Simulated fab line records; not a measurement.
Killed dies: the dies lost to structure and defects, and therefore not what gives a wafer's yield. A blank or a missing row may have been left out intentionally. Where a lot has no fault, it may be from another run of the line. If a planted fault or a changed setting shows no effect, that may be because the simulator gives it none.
fab line records | flow sky130
record: lots: 13 wafers: 39 lastDay: 50
route steps=708 shown VIA2@510 METAL3@535 CAPM@541 PAD_OPEN@708
lots with no fault: from the same line, run without faults
startH: hours from the record's first day to the start of the lot's first wafer shown | waitH: hours from the lot's prior step to this one | " unchanged from the row above | L1.1+2: a row that stands for several wafers | - either no value or no given start | * or withheld: withheld | < > ~ a bound
route shown NAME@n: NAME is a module with steps in the file, n the number in the route of the first one | usual: the fault-free wafers' mean and standard deviation | same: alike in all rows | chamber/n: place in a boat | sites: the reading at each site | _std_site: how widely they spread, as a standard deviation | _edge_site: mean of outer sites minus mean of inner sites | radiusMm: for every site, how far away it sits from the centre of the wafer | mask NAME#n: copy n | behind: the tool/chamber that last shaped the wafer | hold: the reason the lot was held/the length of the hold in hours/how it ended | device: which transistor (n, p or np) failed to switch | end of line: the route-end tests of the same wafers | step lacking rows: just its recipe | killed: at the first sort, the dies lost to defects and structure; wafer yield is something else | map: dies across one wafer; x = killed, . = not, _ = none there
set.NAME: the setting as run; set.NAME@STEP: as run at that earlier step | model.NAME: the simulator's own value behind a step, which no gauge read
one table for each step of the route and one row for each wafer, over a sample of lots
services: the hour from which a tool's chamber was out of use, counted from the record's first day as startH (under 0 if before that day), plus the number of hours and why
== steps ==
step: SKY_VIA2_BOW_MEAS_03
recipe: mode: bow
usual: VIA2_BOW: 88/8.1
columns lot.wafer tool chamber startH waitH VIA2_BOW[um]
L932.1 filmMetro-04 - 836.07 0.2 100
L932.3 " - " " 100
L932.4 " - " " 103
L934.2 filmMetro-02 - 860.64 0.3 81
L934.3 " - " " 79
L934.5 " - " " 84
L938.2 filmMetro-03 - 877.07 0.2 86
L938.3 " - " " 86
L938.6 " - " " 91
L942.1 filmMetro-02 - 904.80 0.2 88
L942.4 " - " " 93
L942.5 " - " " 81
L944.1 filmMetro-03 - 911.68 0.2 104
L944.2 " - " " 101
L944.4 " - " " 103
L943.4 filmMetro-04 - 913.14 0.2 74
L943.5 " - " " 83
L943.6 " - " " 76
L945.1 filmMetro-04 - 915.74 0.2 90
L945.5 " - " " 90
L945.6 " - " " 83
L946.1 filmMetro-02 - 921.07 0.2 93
L946.4 " - " " 97
L946.5 " - " " 108
L948.2 filmMetro-04 - 952.41 0.2 80
L948.3 " - " " 90
L948.5 " - " " 90
L949.1 filmMetro-04 - 954.27 0.1 94
L949.2 " - " " 76
L949.4 " - " " 92
L950.3 filmMetro-02 - 961.72 0.3 88
L950.4 " - " " 88
L950.6 " - " " 99
L951.1 filmMetro-02 - 962.62 0.1 89
L951.4 " - " " 102
L951.5 " - " " 88
L953.2 filmMetro-04 - 983.08 0.2 81
L953.3 " - " " 78
L953.6 " - " " 72
step: SKY_VIA2_THK_MEAS_23
recipe: thkMeasGauge: xrf reads: W_of_VIA2_CVD_21
usual: VIA2_W_THK: 408/6.1
columns lot.wafer tool chamber startH waitH VIA2_W_THK[nm]
L932.1 filmMetro-02 - 863.45 0.1 407
L932.3 " - " " 405
L932.4 " - " " 406
L934.2 filmMetro-03 - 887.87 0.1 416
L934.3 " - " " 413
L934.5 " - " " 417
L938.2 filmMetro-04 - 903.95 0.1 413
L938.3 " - " " 410
L938.6 " - " " 404
L942.1 filmMetro-02 - 930.12 0.1 416
L942.4 " - " " 403
L942.5 " - " " 411
L944.1 filmMetro-02 - 937.74 0.1 403
L944.2 " - " " 411
L944.4 " - " " 411
L943.4 filmMetro-03 - 939.64 0.1 397
L943.5 " - " " 403
L943.6 " - " " 402
L945.1 filmMetro-04 - 940.74 0.1 413
L945.5 " - " " 411
L945.6 " - " " 411
L946.1 filmMetro-03 - 946.46 0.1 416
L946.4 " - " " 406
L946.5 " - " " 409
L948.2 filmMetro-03 - 978.47 0.1 399
L948.3 " - " " 408
L948.5 " - " " 405
L949.1 filmMetro-04 - 979.80 0.1 421
L949.2 " - " " 416
L949.4 " - " " 423
L950.3 filmMetro-02 - 986.74 0.1 400
L950.4 " - " " 399
L950.6 " - " " 405
L951.1 filmMetro-04 - 988.50 0.1 403
L951.4 " - " " 404
L951.5 " - " " 401
L953.2 filmMetro-02 - 1006.96 0.1 413
L953.3 " - " " 408
L953.6 " - " " 409
step: SKY_METAL3_SPUTTER_03
recipe: material: Ti targetThkNm: 5 powerW: 3000 timeS: 3.3 chamberPressurePa: 0.4
usual: cathodeDcPowerW: 3000.0/0.6 chamberPressurePa: 0.4000/0.00075 throttleValvePct: 29.7/1.2
columns lot.wafer tool chamber startH waitH cathodeDcPowerW chamberPressurePa throttleValvePct
L932.1 pvdSputter-03 - 863.89 0.0 2999.7 0.4001 29.6
L932.3 " - " " 2999.1 0.4005 27.3
L932.4 " - " " 2999.1 0.4002 30.0
L934.2 pvdSputter-04 - 888.31 0.0 2999.8 0.3996 30.3
L934.3 " - " " 2999.6 0.3995 31.0
L934.5 " - " " 2999.5 0.4007 31.0
L938.2 pvdSputter-01 - 904.39 0.0 2999.3 0.3989 30.5
L938.3 " - " " 2999.4 0.4014 31.0
L938.6 " - " " 3000.2 0.3999 30.0
L942.1 pvdSputter-01 - 930.57 0.0 3001.1 0.3996 30.5
L942.4 " - " " 2999.4 0.4012 30.3
L942.5 " - " " 3000.4 0.3989 30.5
L944.1 pvdSputter-03 - 938.19 0.0 - - -
L944.2 " - " " - - -
L944.4 " - " " - - -
L943.4 pvdSputter-03 - 940.06 0.0 - - -
L943.5 " - " " - - -
L943.6 " - " " - - -
L945.1 pvdSputter-03 - 941.19 0.0 2999.4 0.3994 29.6
L945.5 " - " " 3000.6 0.4013 30.0
L945.6 " - " " 2999.3 0.3981 27.3
L946.1 pvdSputter-03 - 946.91 0.0 3000.9 0.3995 30.2
L946.4 " - " " 2999.3 0.3996 29.5
L946.5 " - " " 3000.2 0.3983 29.6
L948.2 pvdSputter-01 - 978.91 0.0 2999.6 0.4003 30.4
L948.3 " - " " 2998.6 0.4005 31.2
L948.5 " - " " 2999.7 0.3984 30.4
L949.1 pvdSputter-03 - 980.24 0.0 3000.8 0.4002 28.8
L949.2 " - " " 3000.2 0.4006 27.4
L949.4 " - " " 3000.4 0.3991 29.4
L950.3 pvdSputter-01 - 987.16 0.0 3000.3 0.4004 30.5
L950.4 " - " " 3000.3 0.3991 30.0
L950.6 " - " " 3000.2 0.3988 31.2
L951.1 pvdSputter-03 - 988.94 0.0 3000.2 0.4009 27.1
L951.4 " - " " 3000.0 0.4013 30.4
L951.5 " - " " 3000.6 0.4008 26.9
L953.2 pvdSputter-03 - 1007.40 0.0 3000.6 0.4004 27.1
L953.3 " - " " 3000.5 0.4000 30.2
L953.6 " - " " 2999.8 0.3998 30.3
step: SKY_CAPM_THK_MEAS_04
recipe: thkMeasGauge: xrf reads: TiN_of_CAPM_SPUTTER_02
usual: CAPM_TIN_THK: 200.0/2.9
columns lot.wafer tool chamber startH waitH CAPM_TIN_THK[nm]
L932.1 filmMetro-04 - 864.27 0.1 199.4
L932.3 " - " " 202.3
L932.4 " - " " 199.9
L934.2 filmMetro-04 - 888.70 0.1 204.3
L934.3 " - " " 202.8
L934.5 " - " " 203.4
L938.2 filmMetro-04 - 904.78 0.1 199.3
L938.3 " - " " 199.0
L938.6 " - " " 199.3
L942.1 filmMetro-01 - 930.94 0.1 196.4
L942.4 " - " " 198.7
L942.5 " - " " 197.4
L944.1 filmMetro-04 - 938.57 0.1 202.5
L944.2 " - " " 203.5
L944.4 " - " " 202.9
L943.4 filmMetro-04 - 940.47 0.1 199.9
L943.5 " - " " 198.7
L943.6 " - " " 202.7
L945.1 filmMetro-02 - 941.57 0.1 195.7
L945.5 " - " " 199.6
L945.6 " - " " 198.5
L946.1 filmMetro-01 - 947.30 0.1 196.6
L946.4 " - " " 197.7
L946.5 " - " " 195.6
L948.2 filmMetro-04 - 979.30 0.1 203.1
L948.3 " - " " 201.8
L948.5 " - " " 202.9
L949.1 filmMetro-02 - 980.62 0.1 198.7
L949.2 " - " " 204.4
L949.4 " - " " 201.1
L950.3 filmMetro-01 - 987.57 0.1 197.5
L950.4 " - " " 195.5
L950.6 " - " " 197.9
L951.1 filmMetro-02 - 989.32 0.1 201.0
L951.4 " - " " 199.9
L951.5 " - " " 198.5
L953.2 filmMetro-04 - 1007.79 0.1 201.7
L953.3 " - " " 198.6
L953.6 " - " " 200.3
step: SKY_PAD_OPEN_PROBE_99
usual: defectLimitedYield: 82.4/1.9 killed_at_M0_to_M3: 43/6.5 killed_at_M4_up: 3.3/2 killedAtContacts: 24/5.2 killedAtFrontEnd: 16/4.2 killedAtOther: 0.3/0.6 killedDies: 87/9.3 killedOpen: 47/7.8 killedShort: 39/6.2 sort_bin_3_pad_short: 0.9/0.42 sort_bin_5_function: 10.5/1.4 sort_bin_6_memory: 6.3/0.97 sortNPass: 405/9.3 sortYieldPct: 82.4/1.9
same: grossDies: 492 killedAtBackSide: 0 sort_bin_4_leakage[%]: 0 sort_bin_8_speed[%]: 0
columns lot.wafer tool chamber startH waitH defectLimitedYield[%] killed_at_M0_to_M3 killed_at_M4_up killedAtContacts killedAtFrontEnd killedAtOther killedDies killedOpen killedShort sort_bin_3_pad_short[%] sort_bin_5_function[%] sort_bin_6_memory[%] sortNPass sortYieldPct[%]
L951.1 prober-01 - 1181.55 0.1 82.3 38 7 22 20 0 87 53 33 1.4 8.3 7.9 405 82.3
L951.4 prober-01 - 1181.70 0.2 82.7 39 4 23 19 0 85 39 45 0.6 11.6 5.1 407 82.7
L951.5 prober-01 - 1181.75 0.2 79.9 51 6 21 21 0 99 47 52 1.0 11.8 7.3 393 79.9
killed by level:class
L951.1 VIA1:geometricParticle:open=16 CONTACT:geometricParticle:open=8 POLY_GATE:geometricParticle:open=5 METAL1:geometricParticle:short=5 CONTACT:geometricParticle:short=4 LI_CONTACT:geometricParticle:open=4 LOCAL_INTERCONNECT:geometricParticle:short=4 VIA2:geometricParticle:open=4
L951.4 CONTACT:geometricParticle:short=7 VIA1:geometricParticle:open=7 METAL2:geometricParticle:short=6 FIELD_ISO:geometricParticle:open=6 VIA2:geometricParticle:open=6 VIA3:geometricParticle:open=6 LOCAL_INTERCONNECT:geometricParticle:short=5 CONTACT:geometricParticle:open=5
L951.5 LI_CONTACT:geometricParticle:open=8 VIA1:geometricParticle:short=8 POLY_GATE:geometricParticle:open=7 VIA1:geometricParticle:open=7 METAL3:geometricParticle:short=7 FIELD_ISO:geometricParticle:open=6 METAL2:geometricParticle:short=6 METAL1:geometricParticle:short=6
== services ==
columns tool chamber startH hours kind
pvdSputter-01 - 896.56 1.6 repair
pvdSputter-01 - 913.08 15.4 repair
pvdSputter-03 - 918.28 13.5 repair
pvdSputter-01 - 937.92 5.3 repair
== key ==
firstSign: step: SKY_METAL3_SPUTTER_03 reading: toolRecord direction: missing
effect none on later readings
metAt SKY_METAL3_SPUTTER_03
struckLots L943,L944
notActingAt SKY_VIA2_BOW_MEAS_03,SKY_VIA2_THK_MEAS_23,SKY_CAPM_THK_MEAS_04
onsetBetween 863.89 938.19
fault: kind: skippedStepWhole tool: pvdSputter-03 chamber: - onsetH: 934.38 steps: SKY_METAL3_SPUTTER_03 scope: struckLotsOnly
